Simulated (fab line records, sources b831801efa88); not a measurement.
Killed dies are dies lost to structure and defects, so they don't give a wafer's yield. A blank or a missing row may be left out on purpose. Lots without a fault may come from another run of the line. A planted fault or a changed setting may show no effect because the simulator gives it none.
Which tool did it? | flow gf180mcu | 12 lots, 36 wafers sampled, at 3 steps of a route of 602

WHAT THE GAUGES READ, wafer by wafer
GF_MIM_RS_MEAS_10: measures by four-point-probe.
lot  | measured     | on            | MIM_ALCU_RS (ohm/sq)
L075 | day 24 13:16 | film_metro-02 | 0.1630 0.1588 0.1616
L077 | day 25 10:36 | film_metro-04 | 0.1607 0.1598 0.1581
L079 | day 25 22:11 | film_metro-02 | 0.1580 0.1609 0.1569
L081 | day 26 22:53 | film_metro-03 | 0.1614 0.1569 0.1609
L083 | day 27 10:17 | film_metro-02 | 0.1580 0.1624 0.1590
L085 | day 28 09:49 | film_metro-02 | 0.1604 0.1624 0.1566
L087 | day 28 20:21 | film_metro-03 | 0.1549 0.1576 0.1571
L090 | day 29 16:02 | film_metro-02 | 0.1560 0.1575 0.1597
L091 | day 29 23:13 | film_metro-02 | 0.1567 0.1618 0.1576
L093 | day 30 08:28 | film_metro-04 | 0.1551 0.1572 0.1565
L096 | day 31 05:32 | film_metro-02 | 0.1596 0.1620 0.1607
L097 | day 31 15:05 | film_metro-02 | 0.1588 0.1593 0.1565

WHICH TOOL RAN EACH LOT (tool, then ch and the chambers of the sampled wafers, then the start)
lot  | GF_M3_SPUTTER_04             | GF_MIM_SPUTTER_01
L075 | pvd_sputter-02, day 20 11:19 | pvd_sputter-02, day 24 12:58
L077 | pvd_sputter-01, day 21 08:56 | pvd_sputter-01, day 25 10:17
L079 | pvd_sputter-01, day 22 00:11 | pvd_sputter-01, day 25 21:50
L081 | pvd_sputter-01, day 23 00:59 | pvd_sputter-01, day 26 22:27
L083 | pvd_sputter-01, day 23 14:19 | pvd_sputter-02, day 27 09:56
L085 | pvd_sputter-02, day 24 16:47 | pvd_sputter-03, day 28 09:29
L087 | pvd_sputter-02, day 25 04:56 | pvd_sputter-02, day 28 20:01
L090 | pvd_sputter-01, day 26 01:04 | pvd_sputter-01, day 29 15:41
L091 | pvd_sputter-03, day 26 10:23 | pvd_sputter-03, day 29 22:53
L093 | pvd_sputter-01, day 26 19:29 | pvd_sputter-03, day 30 08:06
L096 | pvd_sputter-01, day 27 19:52 | pvd_sputter-01, day 31 05:13
L097 | pvd_sputter-03, day 28 06:05 | pvd_sputter-01, day 31 14:44
- GF_M3_SPUTTER_04: material TiN, target thk 50 nm, time 41.7 s.
- GF_MIM_SPUTTER_01: material TiN, target thk 30 nm, time 25 s.

THE ANSWER, worked out from the rows above alone
Rule: what is usual is taken from the lots themselves. Put in order of their means at a reading, lots are off if they are a third of the lots or fewer, leave a main group of 4 or more, and stand apart from it by a gap of 3 or more times the standard deviation of the main group's means; of several such gaps the widest counts. A main group whose means are all the same, to the digits that the tables above print for the reading, isn't used. A lot without any number at a reading at which 4 lots or more have one is off too. The other lots that the step has rows for count as sound.
No lot is off at any reading shown: from this, nothing can be told.

WHAT THE SIMULATOR HAD PUT IN
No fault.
